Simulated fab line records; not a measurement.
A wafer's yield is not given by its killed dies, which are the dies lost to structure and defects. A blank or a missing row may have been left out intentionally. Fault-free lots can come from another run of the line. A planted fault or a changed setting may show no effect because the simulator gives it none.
fab line records + flow sky130
record:
- lots: 4
- wafers: 12
- last-day: 49
route steps=708 shown LDD_LDN@292 SPACER@304 POLY_CUT@307 SD_P@320 RES_XHIGH@332 SALICIDE@361 PAD_OPEN@708
lots with no fault: from the same line, run without faults
start-h: start of the lot's first displayed wafer, in hours after the record's first day + wait-h: hours elapsed since this lot's preceding step + " the same as in the row above + L1.1+2: a single row standing in for several wafers + - value missing, or start not given + * or withheld: withheld + < > ~ a bound
route shown NAME@n: names a module that has steps shown in the file, with the first one's number in the route + usual: mean/standard deviation of fault-free wafers + same: alike in all rows + chamber/n: place in a boat + sites: readings site by site + _std_site: standard deviation of those values + _edge_site: mean of outer sites minus mean of inner sites + radius-mm: for every site, how far away it sits from the centre of the wafer + mask NAME#n: copy n + behind: the last tool/chamber to shape the wafer + hold: reason for holding the lot/hours on hold/outcome of the hold + device: the n, p or np transistor that did not switch + end of line: the same wafers' tests at the end of the route + a step with no rows: only its recipe + killed: at the first sort, the dies lost to defects and structure; wafer yield is something else + map: shows each die of a wafer: x if killed, . if not, _ if none is there
set.NAME: the setting that was run; set.NAME@STEP: the one run at that earlier step + model.NAME: the simulator's own value behind a step, which no gauge read
certain route steps with their lots: each step a table, each wafer a row
services: from which hour (start-h, from the record's first day; less than 0 if before it) a tool's chamber was out of use, for how many hours, and why
== steps ==
step: SKY_LDD_LDN_SOFTBAKE_03
recipe:
- temp-c: 90
- time-s: 60
- resist: NOVOLAK
step: SKY_LDD_LDN_EXPOSE_04
recipe:
- mask-id: LDNTM
- na: 0.6
- source-shape: conventional
- sigma-outer: 0.6
- polarization: unpolarized
- target-cd-nm: 700
- dose-mj: 137.7
step: SKY_LDD_LDN_PEB_05
recipe:
- temp-c: withheld
- time-s: *
- resist: NOVOLAK
step: SKY_LDD_LDN_DEVELOP_06
recipe:
- resist: NOVOLAK
- developer: TMAH
- develop-time-s: 60
- dev-temp-c: 23
step: SKY_LDD_LDN_IMPLANT_08
recipe:
- species: As
- energy-kev: 15
- dose-cm2: 1.25e+13
- tilt-deg: withheld
- rotation-deg: 23
step: SKY_LDD_LDN_IMPLANT_09
recipe:
- species: As
- energy-kev: 15
- dose-cm2: 1.25e+13
- tilt-deg: withheld
- rotation-deg: 113
step: SKY_LDD_LDN_IMPLANT_10
recipe:
- species: As
- energy-kev: 15
- dose-cm2: 1.25e+13
- tilt-deg: withheld
- rotation-deg: 203
step: SKY_LDD_LDN_IMPLANT_11
recipe:
- species: As
- energy-kev: 15
- dose-cm2: 1.25e+13
- tilt-deg: withheld
- rotation-deg: 293
step: SKY_LDD_LDN_STRIP_12
recipe:
- chemistry: O2/N2
- power-w: 1400
- pressure-mtorr: 1500
- platen-temp-c: withheld
- o2-flow-sccm: 3000
- n2-flow-sccm: 300
- overash-fraction: 0.5
step: SKY_LDD_LDN_CLEAN_14
recipe:
- chemistry: SC1/SC2
- mix: 1:4:20
- temp-c: 70
- time-s: 150
- dry: n2-spin
step: SKY_SPACER_CVD_00
recipe:
- material: Si3N4
- precursor: DCS/NH3
- target-thk-nm: 43.1
- temp-c: 770
- time-s: 740
- pressure-mtorr: 250
usual:
- spike-tc-lower-C: 770.5/0.96
- zone-power-bottom-pct: 20.6/0.73
- zone-power-centre-pct: 13.4/0.33
- zone-power-lower-pct: 11.77/0.15
| lot.wafer | tool     | chamber | start-h | wait-h | spike-tc-lower-C | zone-power-bottom-pct | zone-power-centre-pct | zone-power-lower-pct | model.Si3N4_of_SPACER_CVD_00.thk-nm |
|-----------|----------|---------|---------|--------|------------------|-----------------------|-----------------------|----------------------|-------------------------------------|
| L886.2    | lpcvd-02 | 1       | 577.25  | 0.4    | 771.1            | 20.3                  | 13.7                  | 11.72                | 43.29                               |
| L886.4    | "        | 1       | "       | "      | 772.2            | 20.3                  | 13.4                  | 11.70                | 42.93                               |
| L886.5    | "        | 1       | "       | "      | 768.2            | 20.5                  | 13.6                  | 11.71                | 43.02                               |
| L890.1    | lpcvd-02 | 1       | 620.66  | 0.4    | 770.4            | 20.2                  | 13.5                  | 11.76                | 43.36                               |
| L890.3    | "        | 1       | "       | "      | 768.9            | 20.0                  | 13.6                  | 11.81                | 42.95                               |
| L890.4    | "        | 1       | "       | "      | 770.4            | 20.5                  | 13.5                  | 11.65                | 43.49                               |
| L899.1    | lpcvd-02 | 1       | 683.83  | 0.0    | 808.9            | 16.0                  | 8.7                   | 22.07                | 53.61                               |
| L899.3    | "        | 1       | "       | "      | 809.2            | 16.1                  | 8.4                   | 22.17                | 48.69                               |
| L899.5    | "        | 1       | "       | "      | 809.2            | 15.9                  | 8.4                   | 22.01                | 45.64                               |
| L900.2    | lpcvd-02 | 1       | 693.46  | 0.0    | 806.6            | 16.0                  | 8.7                   | 21.55                | 51.09                               |
| L900.3    | "        | 1       | "       | "      | 809.3            | 16.0                  | 8.5                   | 22.05                | 49.22                               |
| L900.5    | "        | 1       | "       | "      | 809.3            | 16.0                  | 8.7                   | 21.91                | 46.1                                |
step: SKY_SPACER_THK_MEAS_01
recipe:
- reads: Si3N4_of_SPACER_CVD_00
usual:
- SPACER_CVD_00_THK: 43.1/0.5
| lot.wafer | tool          | chamber | start-h | wait-h | SPACER_CVD_00_THK[nm] |
|-----------|---------------|---------|---------|--------|-----------------------|
| L886.2    | film-metro-04 | -       | 578.47  | 0.0    | 43.3                  |
| L886.4    | "             | -       | "       | "      | 42.9                  |
| L886.5    | "             | -       | "       | "      | 43.0                  |
| L890.1    | film-metro-02 | -       | 621.87  | 0.0    | 43.3                  |
| L890.3    | "             | -       | "       | "      | 42.9                  |
| L890.4    | "             | -       | "       | "      | 43.5                  |
| L899.1    | film-metro-04 | -       | 685.04  | 0.0    | 53.7                  |
| L899.3    | "             | -       | "       | "      | 48.7                  |
| L899.5    | "             | -       | "       | "      | 45.6                  |
| L900.2    | film-metro-04 | -       | 694.67  | 0.0    | 51.1                  |
| L900.3    | "             | -       | "       | "      | 49.2                  |
| L900.5    | "             | -       | "       | "      | 46.1                  |
step: SKY_SPACER_ETCHBACK_02
recipe:
- chemistry: CH3F/O2
- target: Si3N4
- stop-on: SiO2
- source-w: 400
- bias-w: 80
- pressure-mtorr: 25
- ch3f-flow-sccm: 40
- O2_flow_sccm: 30
- time-s: 46.7
- target-depth-a: 450
usual:
- bias-w: 80.00/0.24
- drypump-motor-current-A: 5.7/0.47
- oes-product-au: 0.855/0.0075
- throttle-valve-pct: 10.562/0.0087
| lot.wafer | tool        | chamber | start-h | wait-h | bias-w | drypump-motor-current-A | oes-product-au | rf-hours-counter-h | throttle-valve-pct | model.etch.depth-nm |
|-----------|-------------|---------|---------|--------|--------|-------------------------|----------------|--------------------|--------------------|---------------------|
| L886.2    | rie-diel-03 | 0       | 578.52  | 0.0    | 79.96  | 5.0                     | 0.855          | 42                 | 10.572             | 43.29               |
| L886.4    | "           | 3       | "       | "      | 79.70  | 5.8                     | 0.852          | -                  | 10.582             | 42.93               |
| L886.5    | "           | 0       | "       | "      | 80.13  | 5.0                     | 0.861          | -                  | 10.570             | 43.02               |
| L890.1    | rie-diel-01 | 3       | 621.93  | 0.1    | 79.54  | 5.5                     | 0.855          | 1                  | 10.559             | 43.36               |
| L890.3    | "           | 2       | "       | "      | 80.22  | 5.7                     | 0.850          | 4                  | 10.565             | 42.95               |
| L890.4    | "           | 0       | "       | "      | 80.11  | 5.9                     | 0.854          | 1                  | 10.561             | 43.49               |
| L899.1    | rie-diel-03 | 1       | 685.10  | 0.1    | 79.52  | 6.5                     | 0.971          | 3                  | 10.583             | 53.61               |
| L899.3    | "           | 2       | "       | "      | 79.93  | 5.4                     | 0.916          | 3                  | 10.573             | 48.69               |
| L899.5    | "           | 2       | "       | "      | 79.90  | 5.4                     | 0.873          | -                  | 10.573             | 45.64               |
| L900.2    | rie-diel-01 | 2       | 694.72  | 0.0    | 79.86  | 5.6                     | 0.949          | 6                  | 10.579             | 51.09               |
| L900.3    | "           | 3       | "       | "      | 79.88  | 5.5                     | 0.920          | 2                  | 10.563             | 49.22               |
| L900.5    | "           | 0       | "       | "      | 80.02  | 5.9                     | 0.892          | -                  | 10.572             | 46.1                |
step: SKY_POLY_CUT_DEHYDRATE_00
recipe:
- temp-c: 200
- time-s: 60
step: SKY_POLY_CUT_HMDS_01
recipe:
- prime-time-s: 60
- prime-temp-c: 120
step: SKY_POLY_CUT_COAT_02
recipe:
- resist: BARC
- temp-c: withheld
- time-s: withheld
- spin-rpm: 3000
- resist-thk-nm: 60
step: SKY_POLY_CUT_COAT_03
recipe:
- resist: KrF-thick
- spin-rpm: 3000
- resist-thk-nm: 450
step: SKY_POLY_CUT_SOFTBAKE_04
recipe:
- temp-c: 100
- time-s: 90
- resist: KrF-thick
step: SKY_POLY_CUT_EXPOSE_05
recipe:
- mask-id: NPCM
- na: 0.8
- source-shape: annular
- sigma-inner: 0.55
- sigma-outer: 0.85
- target-cd-nm: 270
- dose-mj: 32
step: SKY_POLY_CUT_PEB_06
recipe:
- peb-temp-c: withheld
- peb-time-s: withheld
- resist: KrF-thick
step: SKY_POLY_CUT_DEVELOP_07
recipe:
- develop-time-s: 60
- resist: KrF-thick
- dev-temp-c: 21
step: SKY_POLY_CUT_ETCH_10
recipe:
- chemistry: N2/H2
- target: BARC
- ion-energy-ev: 200
- source-w: 500
- bias-w: 100
- pressure-mtorr: 30
- n2-flow-sccm: 100
- h2-flow-sccm: 200
- stop-on: SiO2
- time-s: 45.9
- target-depth-a: 600
step: SKY_POLY_CUT_ETCH_11
recipe:
- target: Si3N4
- chemistry: CF4/CH2F2/Ar
- stop-on: poly-Si
- source-w: 600
- bias-w: 150
- pressure-mtorr: 40
- cf4-flow-sccm: 40
- ch2f2-flow-sccm: 20
- Ar_flow_sccm: 150
- time-s: 41.61
- target-depth-a: 600
step: SKY_POLY_CUT_STRIP_12
recipe:
- chemistry: O2/N2
- power-w: 1400
- pressure-mtorr: 1500
- platen-temp-c: withheld
- o2-flow-sccm: 3000
- n2-flow-sccm: 300
- overash-fraction: 0.5
step: SKY_SD_P_DEHYDRATE_00
recipe:
- temp-c: 200
- time-s: 60
step: SKY_SD_P_HMDS_01
recipe:
- prime-time-s: 60
- prime-temp-c: 120
step: SKY_SD_P_COAT_02
recipe:
- resist: NOVOLAK
- spin-rpm: 3000
- resist-thk-nm: 1140
step: SKY_SD_P_SOFTBAKE_03
recipe:
- temp-c: 90
- time-s: 60
- resist: NOVOLAK
step: SKY_SD_P_EXPOSE_04
recipe:
- mask-id: PSDM
- na: 0.6
- source-shape: conventional
- sigma-outer: 0.6
- polarization: unpolarized
- target-cd-nm: 380
- dose-mj: 138
step: SKY_SD_P_PEB_05
recipe:
- temp-c: withheld
- time-s: *
- resist: NOVOLAK
step: SKY_SD_P_DEVELOP_06
recipe:
- resist: NOVOLAK
- developer: TMAH
- develop-time-s: 60
- dev-temp-c: 23
step: SKY_SD_P_IMPLANT_09
recipe:
- species: BF2
- energy-kev: 20
- dose-cm2: 3e+15
- tilt-deg: 0
step: SKY_SD_P_STRIP_10
recipe:
- chemistry: O2/N2
- power-w: 1400
- pressure-mtorr: 1500
- platen-temp-c: withheld
- o2-flow-sccm: 3000
- n2-flow-sccm: 300
- overash-fraction: 0.5
step: SKY_RES_XHIGH_DEHYDRATE_00
recipe:
- temp-c: 200
- time-s: 60
step: SKY_RES_XHIGH_HMDS_01
recipe:
- prime-time-s: 60
- prime-temp-c: 120
step: SKY_SALICIDE_CLEAN_00
recipe:
- chemistry: HF-last
- time-s: 30
- dilution: 100:1
- dry: ipa-marangoni
| lot.wafer | tool         | chamber | start-h | wait-h | model.Si3N4_of_SPACER_CVD_00.thk-nm |
|-----------|--------------|---------|---------|--------|-------------------------------------|
| L886.2    | wet-bench-03 | 0       | 695.79  | 0.1    | 42.3                                |
| L886.4    | "            | 0       | "       | "      | 41.94                               |
| L886.5    | "            | 0       | "       | "      | 42.03                               |
| L890.1    | wet-bench-04 | 1       | 737.27  | 0.1    | 42.38                               |
| L890.3    | "            | 1       | "       | "      | 41.98                               |
| L890.4    | "            | 1       | "       | "      | 42.52                               |
| L899.1    | wet-bench-04 | 2       | 797.19  | 0.1    | 52.61                               |
| L899.3    | "            | 2       | "       | "      | 47.7                                |
| L899.5    | "            | 2       | "       | "      | 44.65                               |
| L900.2    | wet-bench-04 | 0       | 804.79  | 0.1    | 50.12                               |
| L900.3    | "            | 0       | "       | "      | 48.25                               |
| L900.5    | "            | 0       | "       | "      | 45.13                               |
step: SKY_PAD_OPEN_PROBE_99
usual:
- killed_at_M0_to_M3: 44/7.5
- killed_at_M4_up: 3.1/1.7
- killed-at-contacts: 24/6.2
- killed-at-front-end: 15/4.2
- killed-at-other: 0.4/0.58
- killed-dies: 85/10
- killed-on-rim: 17/4
- killed-open: 47/7.7
- killed-short: 38/6.4
same:
- gross-dies: 492
- killed-at-back-side: 0
| lot.wafer | tool      | chamber | start-h | wait-h | killed_at_M0_to_M3 | killed_at_M4_up | killed-at-contacts | killed-at-front-end | killed-at-other | killed-dies | killed-on-rim | killed-open | killed-short | model.etest.pfet_01v8.r-on-ohm-um | model.etest.nfet-g5v0d10v5.r-on-ohm-um | model.etest.sonos-uncharged.r-on-ohm-um | model.etest.pfet_01v8.drive-ua-um | model.etest.pfet_01v8_hvt.drive-ua-um | model.etest.sram-pfet-latch.drive-ua-um | model.etest.pfet_01v8_mvt.drive-ua-um | model.etest.pfet_01v8_lvt.drive-ua-um |
|-----------|-----------|---------|---------|--------|--------------------|-----------------|--------------------|---------------------|-----------------|-------------|---------------|-------------|--------------|-----------------------------------|----------------------------------------|-----------------------------------------|-----------------------------------|---------------------------------------|-----------------------------------------|---------------------------------------|---------------------------------------|
| L886.2    | prober-01 | -       | 1108.28 | 0.1    | 49                 | 3               | 21                 | 9                   | 0               | 82          | 16            | 54          | 28           | 2982                              | 1835                                   | 797.4                                   | 189.3                             | 140                                   | 141.7                                   | 151.2                                 | 173.3                                 |
| L886.4    | prober-01 | -       | 1108.38 | 0.2    | 42                 | 0               | 13                 | 26                  | 1               | 82          | 16            | 47          | 34           | 2873                              | 1820                                   | 803.5                                   | 193.4                             | 143.1                                 | 148.6                                   | 152.2                                 | 176.1                                 |
| L886.5    | prober-01 | -       | 1108.43 | 0.2    | 44                 | 6               | 22                 | 10                  | 2               | 84          | 23            | 39          | 43           | 2909                              | 1830                                   | 795.3                                   | 193.3                             | 142.2                                 | 149.3                                   | 151.1                                 | 175.9                                 |
| L890.1    | prober-02 | -       | 1139.51 | 0.1    | 50                 | 4               | 24                 | 18                  | 0               | 96          | 14            | 47          | 48           | 2866                              | 1806                                   | 813.8                                   | 197.6                             | 147                                   | 150.3                                   | 157.5                                 | 174                                   |
| L890.3    | prober-02 | -       | 1139.61 | 0.2    | 48                 | 5               | 27                 | 11                  | 2               | 93          | 14            | 48          | 43           | 2792                              | 1787                                   | 816.4                                   | 202.6                             | 150.9                                 | 150                                     | 160.8                                 | 177.2                                 |
| L890.4    | prober-02 | -       | 1139.66 | 0.2    | 44                 | 1               | 19                 | 13                  | 1               | 78          | 12            | 48          | 29           | 2789                              | 1801                                   | 806.3                                   | 202.1                             | 150.8                                 | 146.7                                   | 160.6                                 | 177.2                                 |
| L899.1    | prober-02 | -       | 1178.08 | 0.1    | 39                 | 1               | 18                 | 17                  | 0               | 75          | 15            | 38          | 33           | 3116                              | 1882                                   | 863.2                                   | 180.7                             | 133.4                                 | 129.6                                   | 150.1                                 | 174.8                                 |
| L899.3    | prober-02 | -       | 1178.18 | 0.2    | 43                 | 3               | 13                 | 20                  | 0               | 79          | 14            | 41          | 38           | 3039                              | 1878                                   | 839.3                                   | 182.5                             | 134.3                                 | 132.8                                   | 149.1                                 | 174.1                                 |
| L899.5    | prober-02 | -       | 1178.28 | 0.2    | 41                 | 2               | 25                 | 12                  | 0               | 80          | 13            | 49          | 31           | 2849                              | 1866                                   | 821.8                                   | 197.1                             | 146.3                                 | 143.3                                   | 155.8                                 | 179.9                                 |
| L900.2    | prober-01 | -       | 1183.34 | 0.1    | 42                 | 2               | 23                 | 12                  | 0               | 79          | 20            | 44          | 35           | 3178                              | 1869                                   | 846.3                                   | 174.3                             | 126.8                                 | 125.9                                   | 143.2                                 | 167.1                                 |
| L900.3    | prober-01 | -       | 1183.39 | 0.2    | 48                 | 3               | 20                 | 12                  | 0               | 83          | 18            | 42          | 41           | 3151                              | 1856                                   | 856                                     | 173.7                             | 127.3                                 | 128.1                                   | 141.8                                 | 166                                   |
| L900.5    | prober-01 | -       | 1183.49 | 0.2    | 47                 | 4               | 15                 | 10                  | 0               | 76          | 14            | 42          | 34           | 3096                              | 1830                                   | 819.6                                   | 179.4                             | 132.3                                 | 135                                     | 146.3                                 | 169.3                                 |
killed by level:class
L886.2 VIA1:geometric-particle:open=11 CONTACT:geometric-particle:open=9 METAL2:geometric-particle:short=8 VIA2:geometric-particle:open=8 VIA3:geometric-particle:open=6 LI_CONTACT:geometric-particle:open=5 METAL1:geometric-particle:open=4 VIA2:geometric-particle:short=4
L886.4 VIA1:geometric-particle:open=10 VIA2:geometric-particle:open=9 POLY_GATE:geometric-particle:open=7 FIELD_ISO:geometric-particle:open=6 LI_CONTACT:geometric-particle:open=6 METAL2:geometric-particle:short=6 METAL1:geometric-particle:short=5 FIELD_ISO:geometric-particle:short=4
L886.5 VIA1:geometric-particle:open=9 CONTACT:geometric-particle:short=8 LI_CONTACT:geometric-particle:open=7 VIA2:geometric-particle:open=7 METAL1:geometric-particle:short=6 FIELD_ISO:geometric-particle:short=5 VIA3:geometric-particle:open=5 CONTACT:geometric-particle:open=4
L890.1 VIA3:geometric-particle:open=11 METAL2:geometric-particle:short=9 VIA2:geometric-particle:open=8 POLY_GATE:geometric-particle:short=7 CONTACT:geometric-particle:short=7 VIA1:geometric-particle:open=7 LOCAL_INTERCONNECT:geometric-particle:short=6 CONTACT:geometric-particle:open=6
L890.3 VIA1:geometric-particle:open=12 CONTACT:geometric-particle:open=8 LI_CONTACT:geometric-particle:open=8 LOCAL_INTERCONNECT:geometric-particle:short=7 METAL1:geometric-particle:short=6 METAL2:geometric-particle:short=6 VIA1:geometric-particle:short=5 VIA2:geometric-particle:open=5
L890.4 VIA1:geometric-particle:open=13 VIA3:geometric-particle:open=10 LI_CONTACT:geometric-particle:open=8 VIA1:geometric-particle:short=7 VIA2:geometric-particle:open=6 POLY_GATE:geometric-particle:open=4 CONTACT:geometric-particle:open=4 METAL3:geometric-particle:short=4
L899.1 VIA1:geometric-particle:open=11 VIA2:geometric-particle:open=7 CONTACT:geometric-particle:open=5 METAL2:geometric-particle:short=5 CONTACT:geometric-particle:short=4 METAL1:geometric-particle:short=4 VIA1:geometric-particle:short=4 SPACER:area-etchback=4
L899.3 VIA2:geometric-particle:open=11 VIA1:geometric-particle:open=10 FIELD_ISO:geometric-particle:open=6 FIELD_ISO:geometric-particle:short=5 METAL2:geometric-particle:short=5 METAL1:geometric-particle:short=4 CONTACT:geometric-particle:open=4 VIA1:geometric-particle:short=4
L899.5 VIA1:geometric-particle:open=16 CONTACT:geometric-particle:open=12 METAL2:geometric-particle:short=6 LI_CONTACT:geometric-particle:open=5 VIA2:geometric-particle:open=5 METAL1:geometric-particle:short=4 CONTACT:geometric-particle:short=4 FIELD_ISO:geometric-particle:open=3
L900.2 VIA1:geometric-particle:open=9 VIA2:geometric-particle:open=8 CONTACT:geometric-particle:open=7 FIELD_ISO:geometric-particle:open=6 LI_CONTACT:geometric-particle:open=5 LOCAL_INTERCONNECT:geometric-particle:short=5 METAL1:geometric-particle:short=5 METAL2:geometric-particle:short=5
L900.3 VIA1:geometric-particle:open=14 LOCAL_INTERCONNECT:geometric-particle:short=8 METAL1:geometric-particle:short=8 CONTACT:geometric-particle:open=7 VIA1:geometric-particle:short=6 FIELD_ISO:geometric-particle:open=5 VIA2:geometric-particle:open=5 VIA3:geometric-particle:short=5
L900.5 VIA1:geometric-particle:open=15 METAL2:geometric-particle:short=6 VIA1:geometric-particle:short=5 CONTACT:geometric-particle:open=4 LI_CONTACT:geometric-particle:open=4 METAL1:geometric-particle:short=4 VIA2:geometric-particle:open=4 SPACER:geometric-particle:open=3
== services ==
| tool         | chamber | start-h | hours | kind           |
|--------------|---------|---------|-------|----------------|
| rie-diel-01  | -       | 556.66  | 2.8   | pm             |
| rie-diel-01  | 1       | 569.21  | 1.7   | repair         |
| rie-diel-01  | 2       | 571.19  | 10.1  | repair         |
| lpcvd-02     | -       | 595.89  | 6.1   | pm             |
| rie-diel-03  | -       | 599.50  | 20.3  | repair         |
| rie-diel-01  | 1       | 628.10  | -     | clean          |
| rie-diel-01  | 1       | 628.10  | 20.1  | scheduled-down |
| rie-diel-01  | 1       | 628.10  | 20.1  | vent-cycle     |
| wet-bench-03 | -       | 650.92  | 4.3   | repair         |
| rie-diel-03  | 3       | 670.12  | -     | clean          |
| rie-diel-03  | 3       | 670.12  | 22.3  | scheduled-down |
| rie-diel-03  | 3       | 670.12  | 22.3  | vent-cycle     |
| wet-bench-03 | -       | 686.18  | 1.4   | repair         |
| wet-bench-03 | -       | 690.72  | 1.8   | repair         |
| rie-diel-01  | 2       | 724.95  | 10.0  | repair         |
| rie-diel-01  | 2       | 752.50  | 2.7   | repair         |
| rie-diel-03  | 0       | 756.80  | -     | clean          |
| rie-diel-03  | 0       | 756.80  | 31.2  | scheduled-down |
| rie-diel-03  | 0       | 756.80  | 31.2  | vent-cycle     |
| rie-diel-03  | 1       | 773.61  | 6.8   | repair         |
| rie-diel-03  | -       | 784.89  | 1.7   | repair         |
| rie-diel-01  | 2       | 804.33  | 4.3   | repair         |
== key ==
first-sign:
- step: SKY_SPACER_CVD_00
- reading: zone-power-lower-pct
- direction: up
- sigmas: 70
- usual: 11.77
- struck: 21.96
effect:
- step: SKY_SPACER_CVD_00
- reading: spike-tc-lower-C
- direction: up
- sigmas: 40
- usual: 770.5
- struck: 808.7
effect:
- step: SKY_SPACER_THK_MEAS_01
- reading: SPACER_CVD_00_THK
- direction: up
- sigmas: 12
- usual: 43.1
- struck: 49.1
effect:
- step: SKY_SPACER_ETCHBACK_02
- reading: oes-product-au
- direction: up
- sigmas: 8.7
- usual: 0.855
- struck: 0.920
model-effect:
- step: SKY_SPACER_CVD_00
- value: Si3N4_of_SPACER_CVD_00.thk-nm
- without: 42.89
- struck: 49.06
model-effect:
- step: SKY_SPACER_ETCHBACK_02
- value: etch.depth-nm
- without: 42.89
- struck: 49.06
model-effect:
- step: SKY_SALICIDE_CLEAN_00
- value: Si3N4_of_SPACER_CVD_00.thk-nm
- without: 41.91
- struck: 48.08
model-effect:
- step: SKY_PAD_OPEN_PROBE_99
- value: etest.pfet_01v8.r-on-ohm-um
- without: 2882
- struck: 3072
met-at SKY_SPACER_CVD_00
struck-wafers L899.1,L899.3,L899.5,L900.2,L900.3,L900.5
tester-left-out L899,L900
onset-between 620.66 683.83
fault:
- kind: process-parameter-drift
- tool: lpcvd-02
- chamber: 1
- onset-h: 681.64
- steps: SKY_SPACER_CVD_00
- channel: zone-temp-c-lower
- offset: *
- shape: step
- end-h: 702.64
tester-left-out: of these lots the tester's yield and bins aren't shown, on N5 and GAA mostly nor the transistor test; their killed dies are dies lost to structure and defects alone, not to doping, threshold or leakage, so they don't give the yield
